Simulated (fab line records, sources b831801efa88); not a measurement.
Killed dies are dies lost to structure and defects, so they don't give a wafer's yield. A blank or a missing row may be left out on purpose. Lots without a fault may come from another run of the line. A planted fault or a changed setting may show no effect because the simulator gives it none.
Split-lot experiment | flow gf180mcu | 5 lots, 23 wafers read, on a route of 602 steps

THE SPLIT
At GF_CONTACT_SPUTTER_22 (material Ti, target thk 15 nm, time 80.02 s), the setting time_s was moved away from the recipe's 80.02 s on 8 of the 23 wafers read, by -12.9% to +6.1%. The other wafers ran this setting at the recipe's value.

The reading is taken at the split's own step.

THE READING
Ti_of_CONTACT_SPUTTER_22.thk_nm (the simulator's own value, which no gauge read), in nm, at GF_CONTACT_SPUTTER_22 (material Ti, target thk 15 nm, time 80.02 s). The file gives no usual value for it. The 15 wafers here that ran the recipe average 14.96 nm, standard deviation 0.085 nm.

wafer  | tool, chamber at the split | time_s as run, s | against the recipe | Ti_of_CONTACT_SPUTTER_22.thk_nm, nm | against lot-mates on the recipe
L074.1 | pvd_sputter-04, -          | 80.02            | recipe             | 14.92                               | -
L074.2 | pvd_sputter-04, -          | 72.01            | -10.0%             | 13.66                               | -1.31
L074.4 | pvd_sputter-04, -          | 80.02            | recipe             | 14.94                               | -
L074.5 | pvd_sputter-04, -          | 72.01            | -10.0%             | 13.49                               | -1.48
L074.6 | pvd_sputter-04, -          | 80.02            | recipe             | 15.04                               | -
L075.1 | pvd_sputter-01, -          | 80.02            | recipe             | 15.04                               | -
L075.5 | pvd_sputter-01, -          | 80.02            | recipe             | 15.02                               | -
L075.6 | pvd_sputter-01, -          | 80.02            | recipe             | 15                                  | -
L078.1 | pvd_sputter-01, -          | 69.66            | -12.9%             | 13.19                               | -1.79
L078.3 | pvd_sputter-01, -          | 80.02            | recipe             | 14.99                               | -
L078.4 | pvd_sputter-01, -          | 80.02            | recipe             | 14.88                               | -
L078.5 | pvd_sputter-01, -          | 80.02            | recipe             | 15.06                               | -
L078.6 | pvd_sputter-01, -          | 69.66            | -12.9%             | 13.26                               | -1.72
L079.1 | pvd_sputter-01, -          | 71.05            | -11.2%             | 13.33                               | -1.61
L079.3 | pvd_sputter-01, -          | 80.02            | recipe             | 14.77                               | -
L079.4 | pvd_sputter-01, -          | 71.05            | -11.2%             | 13.54                               | -1.40
L079.5 | pvd_sputter-01, -          | 80.02            | recipe             | 15                                  | -
L079.6 | pvd_sputter-01, -          | 80.02            | recipe             | 15.06                               | -
L085.1 | pvd_sputter-03, -          | 84.9             | +6.1%              | 15.76                               | +0.89
L085.3 | pvd_sputter-03, -          | 80.02            | recipe             | 14.89                               | -
L085.4 | pvd_sputter-03, -          | 80.02            | recipe             | 14.87                               | -
L085.5 | pvd_sputter-03, -          | 84.9             | +6.1%              | 15.94                               | +1.07
L085.6 | pvd_sputter-03, -          | 80.02            | recipe             | 14.86                               | -

THE FIT
A straight line over all 23 wafers: Ti_of_CONTACT_SPUTTER_22.thk_nm changes by +0.137 nm for each +1% of time_s; r = +0.99; the points scatter about the line by 0.091 nm.
The same after taking each lot's own level away (the mean of its wafers on the recipe; 23 wafers): +0.139 nm for each +1%; r = +0.99; scatter 0.088 nm.
On that fit, the largest move of time_s shifts the reading by 1.8 nm.
The lots' own levels span 14.873 to 15.020 nm, that is 1.7 times the standard deviation above.
So the lot-to-lot level changes the slope little: the two slopes agree.
Check: with one of the wafers moved furthest among these (-12.9%) left out of the fit, the line predicts -1.78 nm for it against its lot-mates. It came out at -1.79 nm against them.

THE FILE'S OWN FIT
Ti_of_CONTACT_SPUTTER_22.thk_nm changes by +0.138 nm for each +1% of time_s, r = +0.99.
